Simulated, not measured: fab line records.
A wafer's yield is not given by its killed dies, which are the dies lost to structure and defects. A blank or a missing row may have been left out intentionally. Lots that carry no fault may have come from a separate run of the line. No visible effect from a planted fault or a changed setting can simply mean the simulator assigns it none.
One fault through the eyes of 2 desks / flow gf180mcu / numbers are kept per desk, each desk with only its own; the story behind them comes last

TOOL OWNER'S DESK, implanter-03
GF_DNWELL_IMPLANT_07, tool's own readings: per-lot mean of the sampled wafers with a number, covering each lot this tool ran. The brackets show how far a lot's mean lies from the usual mean; more than 4 standard deviations puts the lot out of limits, marked OUT.
Columns: A = doseIonsCm2 at GF_DNWELL_IMPLANT_07, usual 1.0001e+13; B = endStationPressureTorr at GF_DNWELL_IMPLANT_07, usual 5.05e-06 Torr; C = faradayCurrentUA at GF_DNWELL_IMPLANT_07, usual 56.5
lot=L236; first seen here=day 3 15:02; A=1.0000e+13; B=4.98e-06; C=57.9
lot=L239; first seen here=day 4 09:07; A=1.0002e+13; B=5.19e-06; C=56.7
lot=L244; first seen here=day 5 03:50; A=1.0005e+13; B=4.75e-06; C=55.9
lot=L245; first seen here=day 5 10:55; A=9.9960e+12; B=5.16e-06; C=55.9
lot=L252; first seen here=day 7 01:22; A=1.4476e+13 (+99 or more) OUT; B=5.12e-06; C=83.1 (+22) OUT
lot=L255; first seen here=day 7 15:14; A=1.4479e+13 (+99 or more) OUT; B=5.24e-06; C=82.4 (+22) OUT
This desk finds L252, L255 out of limits, L252 being first, at day 7 01:22 (doseIonsCm2 at GF_DNWELL_IMPLANT_07). Within limits: L236, L239, L244, L245.

THE METROLOGY DESK
Lot by lot, what the gauges showed, no matter which tool ran the lot: averages of those sampled wafers that carry a number. The brackets show how far a lot's mean lies from the usual mean; more than 4 standard deviations puts the lot out of limits, marked OUT.
Columns: A = DNWELL_TW at GF_DNWELL_TW_MEAS_09, usual 1347
lot=L235; first seen here=day 3 11:59; A=1338
lot=L234; first seen here=day 3 12:17; A=1357
lot=L236; first seen here=day 3 15:17; A=1359
lot=L238; first seen here=day 3 20:38; A=1352
lot=L240; first seen here=day 4 08:59; A=1333
lot=L239; first seen here=day 4 09:20; A=1369
lot=L241; first seen here=day 4 12:18; A=1334
lot=L244; first seen here=day 5 04:07; A=1332
lot=L245; first seen here=day 5 11:10; A=1342
lot=L252; first seen here=day 7 01:37; A=1552 (+12) OUT
lot=L255; first seen here=day 7 15:29; A=1507 (+9.4) OUT
lot=L256; first seen here=day 7 20:17; A=1379
This desk finds L252, L255 out of limits, with the earliest case on L252 at day 7 01:37 (DNWELL_TW at GF_DNWELL_TW_MEAS_09). Within limits: L235, L234, L236, L238, L240, L239, L241, L244, L245, L256.

BROUGHT TOGETHER
On L252, L255, at day 7 01:22, an alarm was possible from the tool owner's desk.
On L252, L255, the metrology desk was in a position to raise an alarm at day 7 01:37.
All the named lots went through GF_DNWELL_IMPLANT_07 on implanter-03.

WHAT THE SIMULATOR HAD INSERTED
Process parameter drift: implanter-03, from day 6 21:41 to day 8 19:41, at GF_DNWELL_IMPLANT_07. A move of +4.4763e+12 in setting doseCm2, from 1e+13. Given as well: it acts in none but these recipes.
Shown lots that were struck: L252, L255.
Fault start to first reading out of limits, in hours, per desk: tool owner, 4; metrology, 4.
